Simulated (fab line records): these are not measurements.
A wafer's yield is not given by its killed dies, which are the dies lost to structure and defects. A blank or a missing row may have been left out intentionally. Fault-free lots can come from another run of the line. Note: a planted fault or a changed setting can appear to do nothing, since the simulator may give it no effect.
Which tool is to blame? / flow gf180mcu / Sampling: 7 lots, 21 wafers, 2 of 602 route steps

WHAT EACH GAUGE READ, for each wafer
GF_VT_IMPLANT_TW_MEAS_10.
lot=L212; measured=day 6 01:47; on=filmMetro-04; VT_IMPLANT_TW=554 551 553
lot=L214; measured=day 6 13:44; on=filmMetro-01; VT_IMPLANT_TW=568 569 568
lot=L218; measured=day 7 14:46; on=filmMetro-01; VT_IMPLANT_TW=565 567 567
lot=L223; measured=day 9 05:28; on=filmMetro-04; VT_IMPLANT_TW=551 549 552
lot=L225; measured=day 9 17:08; on=filmMetro-01; VT_IMPLANT_TW=571 568 570
lot=L231; measured=day 10 21:35; on=filmMetro-04; VT_IMPLANT_TW=553 550 549
lot=L233; measured=day 11 12:10; on=filmMetro-01; VT_IMPLANT_TW=565 564 565

WHICH TOOL RAN EACH LOT (tool, then ch and the chambers of the sampled wafers, then the start)
lot=L212; GF_VT_IMPLANT_IMPLANT_08=implanter-02 ch 0, day 6 01:32
lot=L214; GF_VT_IMPLANT_IMPLANT_08=implanter-02 ch 0, day 6 13:30
lot=L218; GF_VT_IMPLANT_IMPLANT_08=implanter-04 ch 0, day 7 14:33
lot=L223; GF_VT_IMPLANT_IMPLANT_08=implanter-04 ch 0, day 9 05:14
lot=L225; GF_VT_IMPLANT_IMPLANT_08=implanter-04 ch 0, day 9 16:53
lot=L231; GF_VT_IMPLANT_IMPLANT_08=implanter-03 ch 0, day 10 21:21
lot=L233; GF_VT_IMPLANT_IMPLANT_08=implanter-03 ch 0, day 11 11:56
- GF_VT_IMPLANT_IMPLANT_08

THE ANSWER, worked out from the rows above alone
Rule: usual is defined by the lots themselves. The widest of any qualifying gaps counts: lots, ordered by their means at a reading, are off when they make up no more than a third of the lots, leave a main group of 4 or more, and stand apart from it by 3 or more times the standard deviation of that group's means. The tables above print the reading to a certain number of digits; a main group whose means all agree to those digits is not used. A lot without any number at a reading at which 4 lots or more have one is off too. Where the step has rows for the other lots, those lots are counted as sound.
No lot is off at any reading shown: from this, nothing can be told.

WHAT WAS PUT IN BY THE SIMULATOR
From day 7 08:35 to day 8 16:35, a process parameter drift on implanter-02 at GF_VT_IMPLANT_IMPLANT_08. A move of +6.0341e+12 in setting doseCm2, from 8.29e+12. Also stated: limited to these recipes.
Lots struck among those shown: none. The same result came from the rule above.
